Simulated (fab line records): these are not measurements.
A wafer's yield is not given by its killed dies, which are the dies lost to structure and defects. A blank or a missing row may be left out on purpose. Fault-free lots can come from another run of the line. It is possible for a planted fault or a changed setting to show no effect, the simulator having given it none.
fab line records | flow gf180mcu | part 1 of 2: steps 1 to 26 of 35
record lots=5 wafers=15 last-day=34
route steps=602 shown M2@378 V2@382 M3@409
lots that met no fault: taken from a fault-free run of the same line
start-h: hours from the record's first day to the start of the lot's first wafer shown | wait-h: how many hours have passed since the lot's step before this one | " unchanged from the row above | L1.1+2: a row that stands for several wafers | - no value, or no start was given | * or withheld: withheld | < > ~ a bound
route shown NAME@n: a module of which the file shows steps, and the number in the route of the first | usual: mean and standard deviation over wafers with no fault | same: alike in all rows | chamber/n: place in a boat | sites: each site's reading | _std_site: how widely they spread, as a standard deviation | _edge_site: inner sites' mean taken away from outer sites' mean | radius-mm: for every site, how far away it sits from the centre of the wafer | mask NAME#n: copy n | behind: the most recent tool/chamber to have shaped the wafer | hold: why the lot was held/for how many hours/how that ended | device: transistor that didn't switch, given as n, p or np | end of line: the same wafers' tests at the end of the route | a step given without rows: its recipe and nothing more | killed: dies lost to structure and defects at the first sort, not the wafer's yield | map: a wafer's dies, x killed, . not, _ none there
set.NAME: setting as actually run; set.NAME@STEP: the setting as run at that earlier step | model.NAME: the simulator's own value behind a step, which no gauge read
certain route steps with their lots: each step a table, each wafer a row
services: a tool's chamber out of use, with start hour (start-h, from the record's first day; less than 0 if before it), hours out, and reason
## steps
# step GF_M2_METAL_ETCH_16
# recipe chemistry=Cl2/BCl3 mask-material=KrF target-depth-nm=627.5 stop-on=SiO2 pressure-mtorr=8 icp-w=800 bias-w=140 Cl2_flow_sccm=80 bcl3-flow-sccm=40 time-s=104.6
# usual drypump-motor-current-A=6.08/0.29 oes-product-au=0.973/0.006 throttle-valve-pct=28.251/0.01
# same time-s=104.6
# columns lot.wafer tool chamber start-h wait-h drypump-motor-current-A oes-product-au rf-hours-counter-h throttle-valve-pct
L078.1 rie-metal-03 0 473.05 0.0 5.95 0.983 10 28.241
L078.4 " 1 " " 6.37 0.970 - 28.236
L078.5 " 0 " " 5.93 0.972 - 28.259
L079.1 rie-metal-03 0 483.17 0.0 5.96 0.976 10 28.235
L079.3 " 1 " " 6.37 0.983 - 28.243
L079.5 " 0 " " 5.98 0.979 - 28.232
L088.1 rie-metal-02 1 562.69 0.0 6.02 0.973 8 28.250
L088.3 " 0 " " 5.62 0.968 - 28.257
L088.5 " 1 " " 6.03 0.967 - 28.248
L090.2 rie-metal-01 1 579.77 0.0 5.58 0.976 5 28.247
L090.4 " 1 " " 5.59 0.971 - 28.256
L090.5 " 0 " " 6.49 0.981 - 28.259
L095.2 rie-metal-03 0 613.87 0.0 5.93 0.960 1 28.260
L095.5 " 1 " " 6.37 0.963 - 28.246
L095.6 " 0 " " 5.94 0.967 - 28.251
# step GF_M2_STRIP_17
# recipe chemistry=O2/N2 power-w=1400 pressure-mtorr=1500 platen-temp-c=250 o2-flow-sccm=3000 n2-flow-sccm=300 overash-fraction=0.5
# usual drypump-motor-current-A=5.9/0.41 heater-power-w=334/19 oes-product-au=0.558/0.0051 strip-time-to-endpoint-s=7.86/0.043
# same overash-fraction=0.5
# columns lot.wafer tool chamber start-h wait-h drypump-motor-current-A heater-power-w oes-product-au rf-hours-counter-h strip-time-to-endpoint-s
L078.1 plasma-asher-02 0 473.16 0.1 5.8 329 0.555 65 7.82
L078.4 " 0 " " 5.8 331 0.560 - 7.87
L078.5 " 0 " " 5.8 330 0.554 - 7.83
L079.1 plasma-asher-04 0 483.28 0.1 6.3 333 0.559 5 7.80
L079.3 " 0 " " 6.2 352 0.561 - 7.83
L079.5 " 1 " " 5.3 331 0.552 - 7.79
L088.1 plasma-asher-02 0 562.80 0.1 5.8 329 0.562 75 7.85
L088.3 " 1 " " 6.3 325 0.560 - 7.81
L088.5 " 1 " " 6.3 325 0.562 - 7.85
L090.2 plasma-asher-02 1 579.88 0.1 6.3 329 0.549 76 7.82
L090.4 " 1 " " 6.3 335 0.555 - 7.77
L090.5 " 0 " " 5.8 321 0.554 - 7.84
L095.2 plasma-asher-04 1 613.98 0.1 5.3 319 0.571 18 7.92
L095.5 " 1 " " 5.3 309 0.555 - 7.92
L095.6 " 0 " " 6.3 344 0.567 - 7.93
# step GF_M2_STRIP_18
# recipe chemistry=post-etch-residue-remover time-s=1200 temp-c=72.5
# same time-s=1200
# columns lot.wafer tool chamber start-h wait-h
L078.1+4+5 wet-bench-01 3 473.26 0.1
L079.1+3+5 wet-bench-04 3 483.38 0.1
L088.1+3+5 wet-bench-04 0 562.90 0.1
L090.2+4+5 wet-bench-02 2 579.98 0.1
L095.2+5+6 wet-bench-04 1 614.08 0.1
# step GF_M2_CLEAN_19
# recipe chemistry=DIW dry=n2-spin
# columns lot.wafer tool chamber start-h wait-h
L078.1+4+5 wet-bench-02 2 473.61 0.0
L079.1+3+5 wet-bench-02 3 483.72 0.0
L088.1+3+5 wet-bench-01 3 563.27 0.0
L090.2+4+5 wet-bench-01 3 580.32 0.0
L095.2+5+6 wet-bench-01 0 614.45 0.0
# step GF_V2_CVD_00
# recipe material=SiO2 target-thk-nm=600 sigma-open-frac=0.3 temp-c=400 time-s=100 sih4-flow-sccm=60 pressure-mtorr=6
# same time-s=100
# columns lot.wafer tool chamber start-h wait-h
L078.1+4+5 hdpcvd-02 0,2,0 473.70 0.0
L079.1+3+5 hdpcvd-02 1,0,1 483.81 0.0
L088.1+3+5 hdpcvd-02 2,1,1 563.37 0.0
L090.2+4+5 hdpcvd-01 2,0,2 580.41 0.0
L095.2+5+6 hdpcvd-01 0,2,1 614.55 0.0
# step GF_V2_THK_MEAS_01
# recipe reads=SiO2_of_V2_CVD_00
# usual V2_CVD_00_THK=602/6.7
# columns lot.wafer tool chamber start-h wait-h V2_CVD_00_THK[nm]
L078.1 film-metro-01 - 473.77 0.0 603
L078.4 " - " " 592
L078.5 " - " " 597
L079.1 film-metro-01 - 483.89 0.0 601
L079.3 " - " " 595
L079.5 " - " " 606
L088.1 film-metro-01 - 563.44 0.0 593
L088.3 " - " " 596
L088.5 " - " " 597
L090.2 film-metro-01 - 580.50 0.0 614
L090.4 " - " " 599
L090.5 " - " " 616
L095.2 film-metro-01 - 614.63 0.0 592
L095.5 " - " " 603
L095.6 " - " " 603
# step GF_V2_CVD_02
# recipe material=SiO2 target-thk-nm=850 precursor=TEOS temp-c=400 time-s=94.851 rf-w=600
# usual heater-power-w=662/110
# same time-s=94.851
# columns lot.wafer tool chamber start-h wait-h heater-power-w
L078.1 pecvd-02 1 473.83 0.1 821
L078.4 " 0 " " 598
L078.5 " 2 " " 660
L079.1 pecvd-01 0 483.95 0.1 719
L079.3 " 1 " " 694
L079.5 " 2 " " 610
L088.1 pecvd-02 1 563.50 0.1 840
L088.3 " 2 " " 633
L088.5 " 2 " " 692
L090.2 pecvd-03 2 580.55 0.0 677
L090.4 " 2 " " 750
L090.5 " 1 " " 510
L095.2 pecvd-02 1 614.68 0.0 803
L095.5 " 0 " " 476
L095.6 " 2 " " 676
# step GF_V2_THK_MEAS_03
# recipe reads=SiO2_of_V2_CVD_02
# usual V2_CVD_02_THK=851/10
# columns lot.wafer tool chamber start-h wait-h V2_CVD_02_THK[nm]
L078.1 film-metro-04 - 473.90 0.0 839
L078.4 " - " " 867
L078.5 " - " " 868
L079.1 film-metro-04 - 484.02 0.0 841
L079.3 " - " " 842
L079.5 " - " " 866
L088.1 film-metro-04 - 563.57 0.0 848
L088.3 " - " " 850
L088.5 " - " " 857
L090.2 film-metro-04 - 580.62 0.0 851
L090.4 " - " " 867
L090.5 " - " " 878
L095.2 film-metro-03 - 614.76 0.0 833
L095.5 " - " " 854
L095.6 " - " " 862
# step GF_V2_CMP_04
# recipe material=SiO2 down-force-psi=4 platen-rpm=60 pad-velocity-m-s=0.94248
# usual motor-current-A=12.6/1.4 time-to-endpoint-s=79/4.9
# columns lot.wafer tool chamber start-h wait-h motor-current-A time-to-endpoint-s
L078.1 cmp-01 3 474.20 0.3 14.5 79
L078.4 " 0 " " 12.2 85
L078.5 " 2 " " 14.2 83
L079.1 cmp-01 3 484.13 0.1 14.4 76
L079.3 " 1 " " 13.0 80
L079.5 " 3 " " 13.6 89
L088.1 cmp-02 1 563.63 0.1 12.9 78
L088.3 " 3 " " 12.1 84
L088.5 " 1 " " 13.3 79
L090.4 cmp-02 2 580.67 0.0 9.9 89
L090.2 " 1 " " 12.7 80
L090.5 " 3 " " 12.7 94
L095.2 cmp-01 3 614.86 0.1 14.6 73
L095.6 " 2 " " 13.8 79
L095.5 " 3 " " 13.1 77
# step GF_V2_BOW_MEAS_05
# recipe mode=bow
# usual V2_BOW=101/8.1
# columns lot.wafer tool chamber start-h wait-h V2_BOW[um]
L078.1 film-metro-04 - 474.45 0.2 113
L078.4 " - " " 96
L078.5 " - " " 117
L079.1 film-metro-03 - 484.38 0.2 111
L079.3 " - " " 97
L079.5 " - " " 97
L088.1 film-metro-01 - 563.93 0.2 98
L088.3 " - " " 106
L088.5 " - " " 102
L090.2 film-metro-04 - 580.99 0.1 97
L090.4 " - " " 98
L090.5 " - " " 105
L095.2 film-metro-01 - 615.13 0.2 110
L095.5 " - " " 92
L095.6 " - " " 108
# step GF_V2_DEHYDRATE_06
# recipe temp-c=200 time-s=60
# usual chill-plate-temp-C=23.00/0.11
# same time-s=60
# columns lot.wafer tool chamber start-h wait-h chill-plate-temp-C
L078.1 litho-track-01 0 485.71 11.2 23.05
L078.4 " 0 " " 22.95
L078.5 " 0 " " 22.98
L079.1 litho-track-03 0 496.31 11.9 22.84
L079.3 " 0 " " 22.94
L079.5 " 0 " " 22.94
L088.1 litho-track-03 0 574.31 10.4 23.21
L088.3 " 0 " " 23.02
L088.5 " 0 " " 23.25
L090.2 litho-track-01 0 591.14 10.1 22.77
L090.4 " 0 " " 22.64
L090.5 " 0 " " 22.86
L095.2 litho-track-03 0 624.98 9.8 22.97
L095.5 " 0 " " 22.88
L095.6 " 0 " " 22.97
# step GF_V2_HMDS_07
# recipe prime-time-s=60 prime-temp-c=120
# usual chill-plate-temp-C=23.01/0.12
# columns lot.wafer tool chamber start-h wait-h chill-plate-temp-C
L078.1 litho-track-01 0 485.86 0.1 23.24
L078.4 " 0 " " 23.02
L078.5 " 0 " " 23.23
L079.1 litho-track-03 0 496.46 0.1 23.29
L079.3 " 0 " " 23.14
L079.5 " 0 " " 23.09
L088.1 litho-track-03 0 574.46 0.1 22.88
L088.3 " 0 " " 22.89
L088.5 " 0 " " 23.14
L090.2 litho-track-01 0 591.29 0.1 22.96
L090.4 " 0 " " 23.18
L090.5 " 0 " " 22.96
L095.2 litho-track-03 0 625.13 0.1 22.98
L095.5 " 0 " " 23.16
L095.6 " 0 " " 23.05
# step GF_V2_COAT_08
# recipe resist=BARC temp-c=withheld time-s=withheld spin-rpm=withheld resist-thk-nm=withheld
# usual chill-plate-temp-C=*
# columns lot.wafer tool chamber start-h wait-h chill-plate-temp-C
L078.1 litho-track-01 0 486.01 0.1 *
L078.4 " 0 " " *
L078.5 " 0 " " *
L079.1 litho-track-03 0 496.61 0.1 *
L079.3 " 0 " " *
L079.5 " 0 " " *
L088.1 litho-track-03 0 574.61 0.1 *
L088.3 " 0 " " *
L088.5 " 0 " " *
L090.2 litho-track-01 0 591.44 0.1 *
L090.4 " 0 " " *
L090.5 " 0 " " *
L095.2 litho-track-03 0 625.28 0.1 *
L095.5 " 0 " " *
L095.6 " 0 " " *
# step GF_V2_COAT_09
# recipe resist=KrF spin-rpm=withheld resist-thk-nm=1000
# usual chill-plate-temp-C=23.02/0.11
# columns lot.wafer tool chamber start-h wait-h chill-plate-temp-C
L078.1 litho-track-01 0 - - 23.15
L078.4 " 0 " " 23.23
L078.5 " 0 " " 23.06
L079.1 litho-track-03 0 - - 23.00
L079.3 " 0 " " 23.09
L079.5 " 0 " " 23.03
L088.1 litho-track-03 0 - - 22.84
L088.3 " 0 " " 23.05
L088.5 " 0 " " 23.09
L090.2 litho-track-01 0 - - 22.84
L090.4 " 0 " " 22.91
L090.5 " 0 " " 23.10
L095.2 litho-track-03 0 - - 23.12
L095.5 " 0 " " 23.10
L095.6 " 0 " " 22.98
# step GF_V2_SOFTBAKE_10
# recipe temp-c=130 time-s=60 resist=KrF
# usual chill-plate-temp-C=23.01/0.11
# same time-s=60
# columns lot.wafer tool chamber start-h wait-h chill-plate-temp-C
L078.1 litho-track-01 0 - - 22.74
L078.4 " 0 " " 22.98
L078.5 " 0 " " 22.86
L079.1 litho-track-03 0 - - 23.02
L079.3 " 0 " " 23.05
L079.5 " 0 " " 22.92
L088.1 litho-track-03 0 - - 22.98
L088.3 " 0 " " 22.86
L088.5 " 0 " " 22.96
L090.2 litho-track-01 0 - - 23.15
L090.4 " 0 " " 22.96
L090.5 " 0 " " 23.03
L095.2 litho-track-03 0 - - 23.03
L095.5 " 0 " " 23.18
L095.6 " 0 " " 22.85
# step GF_V2_EXPOSE_11
# recipe mask-id=Via2 target-cd-nm=260 na=0.68 source-shape=conventional sigma-outer=0.6 dose-mj=38
# usual stage-vel-mm-s=499.97/0.22
# columns lot.wafer tool chamber start-h wait-h mask stage-vel-mm-s
L078.1 krf-scanner-01 0 - - Via2#0 499.85
L078.4 " 0 " " Via2#0 500.08
L078.5 " 0 " " Via2#0 499.98
L079.1 krf-scanner-01 0 - - Via2#0 499.60
L079.3 " 0 " " Via2#0 500.05
L079.5 " 0 " " Via2#0 500.10
L088.1 krf-scanner-02 0 - - Via2#0 500.09
L088.3 " 0 " " Via2#0 499.57
L088.5 " 0 " " Via2#0 500.12
L090.2 krf-scanner-01 0 - - Via2#0 499.59
L090.4 " 0 " " Via2#0 499.74
L090.5 " 0 " " Via2#0 500.16
L095.2 krf-scanner-01 0 - - Via2#0 499.87
L095.5 " 0 " " Via2#0 500.31
L095.6 " 0 " " Via2#0 499.94
# step GF_V2_PEB_12
# recipe peb-temp-c=135 peb-time-s=90 resist=KrF
# usual chill-plate-temp-C=23.02/0.11
# same peb-time-s=90
# columns lot.wafer tool chamber start-h wait-h chill-plate-temp-C
L078.1 litho-track-03 0 - - 22.94
L078.4 " 0 " " 22.78
L078.5 " 0 " " 22.87
L079.1 litho-track-02 0 - - 23.06
L079.3 " 0 " " 22.98
L079.5 " 0 " " 23.06
L088.1 litho-track-03 0 - - 22.75
L088.3 " 0 " " 23.04
L088.5 " 0 " " 23.04
L090.2 litho-track-02 0 - - 23.06
L090.4 " 0 " " 23.07
L090.5 " 0 " " 23.01
L095.2 litho-track-02 0 - - 23.15
L095.5 " 0 " " 22.99
L095.6 " 0 " " 22.97
# step GF_V2_DEVELOP_13
# recipe develop-time-s=60 resist=KrF dev-temp-c=21
# usual chill-plate-temp-C=22.98/0.13 developer-temp-C=21.02/0.1
# same develop-time-s=60
# columns lot.wafer tool chamber start-h wait-h chill-plate-temp-C developer-temp-C
L078.1 litho-track-03 0 498.61 0.2 22.70 21.01
L078.4 " 0 " " 22.92 21.09
L078.5 " 0 " " 22.95 21.15
L079.1 litho-track-02 0 507.58 0.2 23.09 21.08
L079.3 " 0 " " 23.17 21.25
L079.5 " 0 " " 23.03 21.20
L088.1 litho-track-03 0 584.86 0.2 23.13 21.22
L088.3 " 0 " " 23.16 20.99
L088.5 " 0 " " 23.05 21.15
L090.2 litho-track-02 0 601.96 0.2 22.99 20.88
L090.4 " 0 " " 23.02 20.95
L090.5 " 0 " " 23.19 20.90
L095.2 litho-track-02 0 635.36 0.2 22.75 20.93
L095.5 " 0 " " 22.91 20.96
L095.6 " 0 " " 22.75 21.01
# step GF_V2_CD_MEAS_14
# recipe target-cd-nm=260
# usual cd-nm=259.4/1.4
# columns lot.wafer tool chamber start-h wait-h cd-nm
L078.1 cd-sem-01 - 498.76 0.1 258.3
L078.4 " - " " 258.8
L078.5 " - " " 258.7
L079.1 cd-sem-02 - 507.73 0.1 257.8
L079.3 " - " " 257.2
L079.5 " - " " 258.1
L088.1 cd-sem-02 - 585.01 0.1 260.5
L088.3 " - " " 259.7
L088.5 " - " " 257.8
L090.2 cd-sem-01 - 602.10 0.1 263.0
L090.4 " - " " 262.0
L090.5 " - " " 262.7
L095.2 cd-sem-01 - 635.50 0.1 260.0
L095.5 " - " " 259.3
L095.6 " - " " 260.2
# step GF_V2_OVL_MEAS_15
# usual V2_OVL=1/6.4
# columns lot.wafer tool chamber start-h wait-h V2_OVL[nm]
L078.1 overlay-02 - 498.88 0.1 12
L078.4 " - " " 15
L078.5 " - " " 21
L079.1 overlay-02 - 507.85 0.1 -2
L079.3 " - " " -5
L079.5 " - " " -2
L088.1 overlay-01 - 585.13 0.1 -1
L088.3 " - " " -1
L088.5 " - " " -2
L090.2 overlay-02 - 602.21 0.1 5
L090.4 " - " " 1
L090.5 " - " " -5
L095.2 overlay-01 - 635.61 0.1 -4
L095.5 " - " " 0
L095.6 " - " " -3
# step GF_V2_ETCH_16
# recipe chemistry=N2/H2 target-depth-a=withheld overetch-a=withheld time-s=withheld target=BARC ion-energy-ev=200 source-w=500 bias-w=100 pressure-mtorr=30 n2-flow-sccm=100 h2-flow-sccm=200
# usual drypump-motor-current-A=5.9/0.54 oes-product-au=0.855/0.005 throttle-valve-pct=13.226/0.0087
# columns lot.wafer tool chamber start-h wait-h drypump-motor-current-A oes-product-au throttle-valve-pct
L078.1 rie-diel-04 0 498.91 0.0 4.8 0.853 13.212
L078.4 " 3 " " 5.6 0.849 13.228
L078.5 " 2 " " 5.9 0.865 13.223
L079.1 rie-diel-01 2 507.89 0.0 6.3 0.856 13.231
L079.3 " 0 " " 5.4 0.853 13.227
L079.5 " 3 " " 6.5 0.844 13.230
L088.1 rie-diel-04 1 585.16 0.0 6.5 0.850 13.225
L088.3 " 2 " " 5.9 0.847 13.221
L088.5 " 1 " " 6.5 0.850 13.234
L090.2 rie-diel-01 1 602.24 0.0 6.3 0.855 13.240
L090.4 " 1 " " 6.3 0.850 13.225
L090.5 " 0 " " 5.4 0.856 13.227
L095.2 rie-diel-03 2 635.64 0.0 6.0 0.850 13.232
L095.5 " 1 " " 6.2 0.849 13.236
L095.6 " 2 " " 5.9 0.856 13.226
# step GF_V2_ETCH_17
# recipe chemistry=C4F8/O2/Ar mask-material=KrF target=SiO2 stop-on=TiN source-w=1500 bias-w=1200 pressure-mtorr=40 c4f8-flow-sccm=withheld O2_flow_sccm=6 Ar_flow_sccm=300 time-s=withheld target-depth-a=6300
# usual oes-product-au=0.855/0.0045
# columns lot.wafer tool chamber start-h wait-h oes-product-au
L078.1 rie-diel-04 0 - - 0.857
L078.4 " 3 " " 0.851
L078.5 " 2 " " 0.859
L079.1 rie-diel-01 2 - - 0.856
L079.3 " 0 " " 0.864
L079.5 " 3 " " 0.862
L088.1 rie-diel-04 1 - - 0.851
L088.3 " 2 " " 0.855
L088.5 " 1 " " 0.860
L090.2 rie-diel-01 1 - - 0.856
L090.4 " 1 " " 0.862
L090.5 " 0 " " 0.850
L095.2 rie-diel-03 2 - - 0.860
L095.5 " 1 " " 0.861
L095.6 " 2 " " 0.853
# step GF_V2_STRIP_18
# recipe chemistry=O2/N2 power-w=1400 pressure-mtorr=1500 platen-temp-c=250 o2-flow-sccm=3000 n2-flow-sccm=300 overash-fraction=0.5
# usual drypump-motor-current-A=5.8/0.4 heater-power-w=331/22 oes-product-au=0.593/0.0046
# same overash-fraction=0.5
# columns lot.wafer tool chamber start-h wait-h drypump-motor-current-A heater-power-w oes-product-au rf-hours-counter-h
L078.1 plasma-asher-04 1 499.04 - 5.3 320 0.591 7
L078.4 " 0 " " 6.3 345 0.592 -
L078.5 " 0 " " 6.3 347 0.587 -
L079.1 plasma-asher-03 1 508.02 - 5.4 315 0.592 91
L079.3 " 0 " " 6.2 365 0.582 -
L079.5 " 0 " " 6.2 381 0.591 -
L088.1 plasma-asher-04 0 585.29 - 6.3 356 0.590 15
L088.3 " 0 " " 6.2 349 0.594 -
L088.5 " 0 " " 6.3 347 0.601 -
L090.2 plasma-asher-04 0 602.37 - 6.3 344 0.596 17
L090.4 " 0 " " 6.2 347 0.585 -
L090.5 " 0 " " 6.3 349 0.589 -
L095.2 plasma-asher-01 0 635.77 - 5.6 308 0.595 56
L095.5 " 1 " " 6.0 337 0.592 -
L095.6 " 0 " " 5.6 298 0.593 -
# step GF_V2_STRIP_19
# recipe chemistry=post-etch-residue-remover time-s=1200 temp-c=72.5
# same time-s=1200
# columns lot.wafer tool chamber start-h wait-h
L078.1+4+5 wet-bench-02 3 499.14 0.1
L079.1+3+5 wet-bench-03 0 508.12 0.1
L088.1+3+5 wet-bench-02 1 585.39 0.1
L090.2+4+5 wet-bench-03 2 602.47 0.1
L095.2+5+6 wet-bench-02 2 635.87 0.1
# step GF_V2_CLEAN_20
# recipe chemistry=DIW dry=n2-spin
# columns lot.wafer tool chamber start-h wait-h
L078.1+4+5 wet-bench-03 1 499.48 0.0
L079.1+3+5 wet-bench-04 0 508.49 0.0
L088.1+3+5 wet-bench-04 1 585.76 0.0
L090.2+4+5 wet-bench-02 1 602.81 0.0
L095.2+5+6 wet-bench-03 1 636.21 0.0
# step GF_V2_SPUTTER_21
# recipe material=Ti target-thk-nm=15 chamber-pressure-pa=5 power-w=2500 substrate-temp-c=200 time-s=80.02
# usual throttle-valve-pct=30.5/1.6
# same time-s=80.02
# columns lot.wafer tool chamber start-h wait-h throttle-valve-pct
L078.1 pvd-sputter-04 - 499.57 0.0 30.7
L078.4 " - " " 31.0
L078.5 " - " " 31.0
L079.1 pvd-sputter-04 - 508.58 0.0 30.6
L079.3 " - " " 31.2
L079.5 " - " " 28.0
L088.1 pvd-sputter-02 - 585.85 0.0 29.9
L088.3 " - " " 29.0
L088.5 " - " " 31.8
L090.2 pvd-sputter-03 - 602.90 0.0 32.9
L090.4 " - " " 27.6
L090.5 " - " " 27.7
L095.2 pvd-sputter-03 - 636.30 0.0 27.6
L095.5 " - " " 30.2
L095.6 " - " " 32.7
